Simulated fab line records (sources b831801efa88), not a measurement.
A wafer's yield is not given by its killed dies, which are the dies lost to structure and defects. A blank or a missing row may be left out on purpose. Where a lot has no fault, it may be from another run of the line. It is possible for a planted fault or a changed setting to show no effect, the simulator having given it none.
Which tool did it? + flow gf180mcu + 13 lots with 39 wafers sampled at 4 steps, on a route of 602 steps

== WHAT EACH GAUGE READ, for each wafer ==
GF_V1_THK_MEAS_25: measures by xrf.
| lot  | measured     | on            | V1_W_THK (nm) |
|------|--------------|---------------|---------------|
| L837 | day 18 02:35 | film metro-03 | 368 372 361   |
| L840 | day 19 14:22 | film metro-04 | 372 367 370   |
| L839 | day 19 18:31 | film metro-02 | 372 367 369   |
| L841 | day 20 01:31 | film metro-04 | 366 363 364   |
| L843 | day 20 13:59 | film metro-04 | 366 370 367   |
| L844 | day 21 04:29 | film metro-02 | 364 365 362   |
| L847 | day 22 03:17 | film metro-02 | 382 370 373   |
| L848 | day 22 12:59 | film metro-03 | 363 364 360   |
| L849 | day 22 15:46 | film metro-02 | 371 372 371   |
| L851 | day 23 07:55 | film metro-03 | 360 362 356   |
| L852 | day 23 17:44 | film metro-02 | 369 366 366   |
| L853 | day 23 23:43 | film metro-03 | 354 358 354   |
| L860 | day 26 02:04 | film metro-04 | 365 365 369   |

GF_M2_RS_MEAS_05: uses a four-point probe to measure.
| lot  | measured     | on            | M2_ALCU_RS (ohm/sq)  |
|------|--------------|---------------|----------------------|
| L837 | day 18 03:11 | film metro-04 | 0.0685 0.0699 0.0692 |
| L840 | day 19 14:58 | film metro-04 | 0.0691 0.0694 0.0691 |
| L839 | day 19 19:07 | film metro-01 | 0.0692 0.0692 0.0686 |
| L841 | day 20 02:06 | film metro-04 | 0.0680 0.0686 0.0693 |
| L843 | day 20 14:34 | film metro-04 | 0.0696 0.0691 0.0690 |
| L844 | day 21 05:04 | film metro-04 | 0.0695 0.0704 0.0692 |
| L847 | day 22 03:52 | film metro-01 | 0.0683 0.0693 0.0684 |
| L848 | day 22 13:34 | film metro-04 | 0.0688 0.0690 0.0682 |
| L849 | day 22 16:20 | film metro-04 | 0.0692 0.0686 0.0688 |
| L851 | day 23 08:30 | film metro-01 | 0.0695 0.0704 0.0698 |
| L852 | day 23 18:19 | film metro-01 | 0.0685 0.0685 0.0687 |
| L853 | day 24 00:18 | film metro-04 | 0.0677 0.0684 0.0682 |
| L860 | day 26 02:41 | film metro-03 | 0.0691 0.0703 0.0697 |

== WHICH TOOL RAN EACH LOT (tool, then ch and the chambers of the sampled wafers, then the start) ==
| lot  | GF_V1_SPUTTER_22             | GF_M2_SPUTTER_00             |
|------|------------------------------|------------------------------|
| L837 | pvd sputter-03, day 18 02:18 | pvd sputter-02, day 18 02:56 |
| L840 | pvd sputter-03, day 19 14:04 | pvd sputter-01, day 19 14:41 |
| L839 | pvd sputter-03, day 19 18:07 | pvd sputter-01, day 19 18:52 |
| L841 | pvd sputter-01, day 20 01:08 | pvd sputter-03, day 20 01:53 |
| L843 | pvd sputter-04, day 20 13:43 | pvd sputter-01, day 20 14:21 |
| L844 | pvd sputter-04, day 21 04:13 | pvd sputter-01, day 21 04:51 |
| L847 | pvd sputter-01, day 22 03:01 | pvd sputter-02, day 22 03:39 |
| L848 | pvd sputter-03, day 22 12:43 | pvd sputter-02, day 22 13:21 |
| L849 | pvd sputter-04, day 22 15:29 | pvd sputter-03, day 22 16:07 |
| L851 | pvd sputter-03, day 23 07:39 | pvd sputter-01, day 23 08:17 |
| L852 | pvd sputter-04, day 23 17:28 | pvd sputter-02, day 23 18:06 |
| L853 | pvd sputter-04, day 23 23:27 | pvd sputter-02, day 24 00:05 |
| L860 | pvd sputter-01, day 26 01:47 | pvd sputter-01, day 26 02:26 |
- GF_V1_SPUTTER_22: material TiN, target thk 10 nm, time 40 s.
- GF_M2_SPUTTER_00: material Ti, target thk 37.5 nm, time 150 s.

== AS READ BY THE TOOLS THEMSELVES (means over the sampled wafers that have a number; for cases with no such wafer, the mark the record gives instead) ==
GF_V1_SPUTTER_22.
| lot  | tool           | cathode dc power W (W) | chamber pressure pa (Pa) | throttle valve pct (%) |
|------|----------------|------------------------|--------------------------|------------------------|
| L837 | pvd sputter-03 | 3999.3                 | 4.992                    | 30.6                   |
| L840 | pvd sputter-03 | 3999.9                 | 4.994                    | 29.3                   |
| L839 | pvd sputter-03 | 3999.4                 | 4.991                    | 30.0                   |
| L841 | pvd sputter-01 | 4000.1                 | 5.010                    | 30.4                   |
| L843 | pvd sputter-04 | 4000.5                 | 5.003                    | 29.3                   |
| L844 | pvd sputter-04 | 4000.1                 | 4.999                    | 31.0                   |
| L847 | pvd sputter-01 | 3999.6                 | 4.987                    | 29.7                   |
| L848 | pvd sputter-03 | 4000.6                 | 4.990                    | 29.4                   |
| L849 | pvd sputter-04 | 4000.1                 | 4.997                    | 30.7                   |
| L851 | pvd sputter-03 | 4000.2                 | 4.994                    | 29.4                   |
| L852 | pvd sputter-04 | 4000.5                 | 5.011                    | 29.8                   |
| L853 | pvd sputter-04 | 4000.0                 | 5.007                    | 30.7                   |
| L860 | pvd sputter-01 | 3999.7                 | 4.994                    | 29.5                   |

GF_M2_SPUTTER_00.
| lot  | tool           | cathode dc power W (W) | chamber pressure pa (Pa) | throttle valve pct (%) |
|------|----------------|------------------------|--------------------------|------------------------|
| L837 | pvd sputter-02 | 4000.3                 | 1.998                    | 30.0                   |
| L840 | pvd sputter-01 | 4000.2                 | 1.995                    | 30.0                   |
| L839 | pvd sputter-01 | 3999.9                 | 1.999                    | 30.6                   |
| L841 | pvd sputter-03 | 4000.6                 | 2.002                    | 29.0                   |
| L843 | pvd sputter-01 | 4000.1                 | 2.002                    | 30.0                   |
| L844 | pvd sputter-01 | 4000.3                 | 1.998                    | 29.9                   |
| L847 | pvd sputter-02 | 4000.2                 | 2.001                    | 29.9                   |
| L848 | pvd sputter-02 | 4000.0                 | 2.003                    | 30.2                   |
| L849 | pvd sputter-03 | 3999.5                 | 1.999                    | 30.2                   |
| L851 | pvd sputter-01 | 3999.8                 | 2.001                    | 30.4                   |
| L852 | pvd sputter-02 | 3999.4                 | 1.422                    | 34.5                   |
| L853 | pvd sputter-02 | 4000.6                 | 1.427                    | 34.6                   |
| L860 | pvd sputter-01 | 3999.7                 | 2.005                    | 30.6                   |

== THE ANSWER, worked out from the rows above alone ==
Rule: the lots themselves supply what counts as usual. The widest of any qualifying gaps counts: lots, ordered by their means at a reading, are off when they make up no more than a third of the lots, leave a main group of 4 or more, and stand apart from it by 3 or more times the standard deviation of that group's means. Not used: any main group whose means are identical at the precision the tables above print for the reading. Also off: a lot with no number at a reading for which 4 or more lots have one. All remaining lots with rows at the step are treated as sound. The gauges are gone through in route order, then the tools' own readings, and for those a lot's mean is taken as printed above. The first step at which some lot is off is used, and at that step the reading that is off furthest; a lot without a number counts as furthest.
Off: L852, L853 (GF_M2_SPUTTER_00, chamber pressure pa). For the main group the mean is 2.000 Pa and the standard deviation 0.0027.
A tool fits if, at that step or a process step before it, it ran every lot that is off, and no sound lot after the first of them. 2 tools fit, pvd sputter-04 at GF_V1_SPUTTER_22 and pvd sputter-02 at GF_M2_SPUTTER_00, so this cannot tell which one it is.

== WHAT THE SIMULATOR HAD INSERTED ==
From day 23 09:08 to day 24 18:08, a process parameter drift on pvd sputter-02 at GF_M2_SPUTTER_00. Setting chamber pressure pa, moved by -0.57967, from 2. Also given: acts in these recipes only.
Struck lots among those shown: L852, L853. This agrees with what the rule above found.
